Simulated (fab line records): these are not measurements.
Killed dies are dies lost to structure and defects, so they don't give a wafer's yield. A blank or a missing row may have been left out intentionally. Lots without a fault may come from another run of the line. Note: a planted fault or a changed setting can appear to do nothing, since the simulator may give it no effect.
What tool caused it? :: flow gf180mcu :: 21 wafers from 7 lots sampled at 4 of the route's 602 steps

WHAT THE GAUGES SHOWED, per wafer
GF_M1_OVL_MEAS_15.
lot: L997
measured: day 17 05:29
on: overlay-01
M1_OVL (nm): -7 -8 -1

lot: L102
measured: day 19 07:40
on: overlay-01
M1_OVL (nm): -2 2 -6

lot: L104
measured: day 20 05:25
on: overlay-01
M1_OVL (nm): -2 8 -2

lot: L107
measured: day 21 07:19
on: overlay-01
M1_OVL (nm): 4 6 8

lot: L110
measured: day 22 11:17
on: overlay-02
M1_OVL (nm): - - -

lot: L112
measured: day 22 23:44
on: overlay-02
M1_OVL (nm): -3 -5 -7

lot: L119
measured: day 25 05:16
on: overlay-01
M1_OVL (nm): -1 -2 7

WHAT TOOL EACH LOT RAN ON (gives the tool, then ch and the chambers of the sampled wafers, and finally the start)
lot: L997
GF_M1_SPUTTER_01: pvd_sputter-04, day 16 07:14
GF_M1_SPUTTER_03: pvd_sputter-04, day 16 07:17
GF_M1_PEB_12: litho_track-02 ch 0, day 17 05:02

lot: L102
GF_M1_SPUTTER_01: pvd_sputter-01, day 18 08:27
GF_M1_SPUTTER_03: pvd_sputter-01, day 18 08:31
GF_M1_PEB_12: litho_track-02 ch 0, day 19 07:12

lot: L104
GF_M1_SPUTTER_01: pvd_sputter-03, day 19 05:17
GF_M1_SPUTTER_03: pvd_sputter-03, day 19 05:21
GF_M1_PEB_12: litho_track-02 ch 0, day 20 04:57

lot: L107
GF_M1_SPUTTER_01: pvd_sputter-01, day 20 07:04
GF_M1_SPUTTER_03: pvd_sputter-01, day 20 07:07
GF_M1_PEB_12: litho_track-02 ch 0, day 21 06:51

lot: L110
GF_M1_SPUTTER_01: pvd_sputter-01, day 21 11:13
GF_M1_SPUTTER_03: pvd_sputter-01, day 21 11:16
GF_M1_PEB_12: litho_track-04, day 22 10:52

lot: L112
GF_M1_SPUTTER_01: pvd_sputter-03, day 22 00:30
GF_M1_SPUTTER_03: pvd_sputter-03, day 22 00:34
GF_M1_PEB_12: litho_track-03 ch 0, day 22 23:16

lot: L119
GF_M1_SPUTTER_01: pvd_sputter-04, day 24 06:36
GF_M1_SPUTTER_03: pvd_sputter-04, day 24 06:40
GF_M1_PEB_12: litho_track-02 ch 0, day 25 04:48
- GF_M1_SPUTTER_01: material TiN, target thk 30 nm, time 25 s.
- GF_M1_SPUTTER_03: material Ti, target thk 10 nm, time 6.7 s.
- GF_M1_PEB_12: peb time 90 s.

THE ANSWER, worked out from the rows above alone
Rule: what is usual is taken from the lots themselves. Put in order of their means at a reading, lots are off if they are a third of the lots or fewer, leave a main group of 4 or more, and stand apart from it by a gap of 3 or more times the standard deviation of the main group's means; of several such gaps the widest counts. A main group is skipped when, at the precision printed for the reading in the tables above, its means are all equal. Also off: a lot with no number at a reading for which 4 or more lots have one. Where the step has rows for the other lots, those lots are counted as sound.
Off: at GF_M1_OVL_MEAS_15 (M1_OVL), L110. Without a number there: L110. The main group has a mean of -1 nm with a standard deviation of 4.
A tool fits if, at a process step before that reading, it ran every lot that is off, and no sound lot after the first of them. Gauges at GF_M1_OVL_MEAS_15: tried the same way as those tools. This does not decide it: 2 tools fit, namely pvd_sputter-01 at GF_M1_SPUTTER_01 and GF_M1_SPUTTER_03 and litho_track-04 at GF_M1_PEB_12.

WHAT THE SIMULATOR HAD INSERTED
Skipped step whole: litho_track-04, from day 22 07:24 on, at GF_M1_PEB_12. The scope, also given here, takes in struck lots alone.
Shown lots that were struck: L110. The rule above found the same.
